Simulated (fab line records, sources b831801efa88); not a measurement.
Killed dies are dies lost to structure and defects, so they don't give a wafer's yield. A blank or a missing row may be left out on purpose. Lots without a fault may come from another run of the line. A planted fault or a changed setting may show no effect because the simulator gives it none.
A struck lot beside a sound one | flow gf180mcu | 16 steps out of a route of 602
Sound: wafers L678.1, L678.4, L678.5. Struck: wafers L685.1, L685.3, L685.4. The cause comes at the end.
At each step with rows: each side's tool, then ch and its chambers, then its first start. Under that, the readings that differ: sound wafers | struck wafers | difference of the means | sigmas: that difference in standard deviations of wafers without a fault.
alike: readings whose means differ by less than 2 such deviations, and words and numbers that are the same on both sides. not compared: withheld readings, readings that some wafer has no value for, bounds like >300 that may hide the same value, and numbers for which the record gives no deviation and whose values overlap.
The two part at a step that has a row with sigmas, a row that says differs or no value, or rows on one side only. Numbers that don't overlap but have no deviation are shown without sigmas and don't part them. A reading that every wafer of one side lacks parts them only if that side has two wafers or more.

GF_V1_CMP_04: polishes SiO2.
  sound on cmp-01 ch 1,3, day 18 07:03; struck on cmp-02 ch 1,2,3, day 21 01:22
  alike: motor_current_A, time_to_endpoint_s
GF_V1_BOW_MEAS_05:
  sound on film_metro-03, day 18 07:18; struck on film_metro-01, day 21 01:37
  alike: V1_BOW
then, 8 steps without rows for these wafers: GF_V1_DEHYDRATE_06 (time 60 s); GF_V1_HMDS_07 (prime time 60 s); GF_V1_COAT_08; GF_V1_COAT_09 (resist thk 1000 nm); GF_V1_SOFTBAKE_10 (time 60 s); GF_V1_EXPOSE_11 (exposes mask Via1, target cd 260 nm); GF_V1_PEB_12 (peb time 90 s); GF_V1_DEVELOP_13 (develop time 60 s).
GF_V1_CD_MEAS_14: target cd 260 nm.
  sound on cd_sem-01, day 19 07:17; struck on cd_sem-02, day 22 01:29
  alike: cd_nm
GF_V1_OVL_MEAS_15:
  sound on overlay-01, day 19 07:25; struck on overlay-02, day 22 01:37
  alike: V1_OVL
GF_V1_ETCH_16: etches BARC in N2/H2.
  sound on rie_diel-01 ch 1,3, day 19 07:27; struck on rie_diel-04 ch 0,2,3, day 22 01:38
  no value came back on the struck wafers for any of 6 readings (bias_w (W), chamber_pressure_mTorr (mTorr) and others); on the sound wafers bias_w (W) reads 100.21 100.12 99.90
GF_V1_ETCH_17: etches SiO2 in C4F8/O2/Ar, stops on TiN, target depth 630 nm.
  sound on rie_diel-01 ch 1,3; struck on rie_diel-04 ch 0,2,3
  reading               | sound             | struck            | difference | sigmas
  oes_product_au (a.u.) | 0.855 0.863 0.851 | 0.373 0.376 0.374 | -0.482     | -99 or more
  alike: bias_w, chamber_pressure_mTorr, rf_fwd_power_W
GF_V1_STRIP_18: strips in O2/N2.
  sound on plasma_asher-03 ch 0,1, day 19 07:34; struck on plasma_asher-03 ch 0,1, day 22 01:46
  reading               | sound             | struck            | difference | sigmas
  oes_product_au (a.u.) | 0.587 0.592 0.599 | 0.610 0.601 0.621 | +0.018     | +3
  alike: drypump_motor_current_A, heater_power_w, platen_temp_c
  not compared: rf_hours_counter_h
then, 1 step without rows for these wafers: GF_V1_STRIP_19 (strips in post etch residue remover, time 1200 s).

WHERE THEY PART
First at GF_V1_ETCH_16; last, within this record, at GF_V1_STRIP_18.

WHY: what the simulator had put in
Skipped step whole: rie_diel-04, from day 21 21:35 on, at GF_V1_ETCH_16. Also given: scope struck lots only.
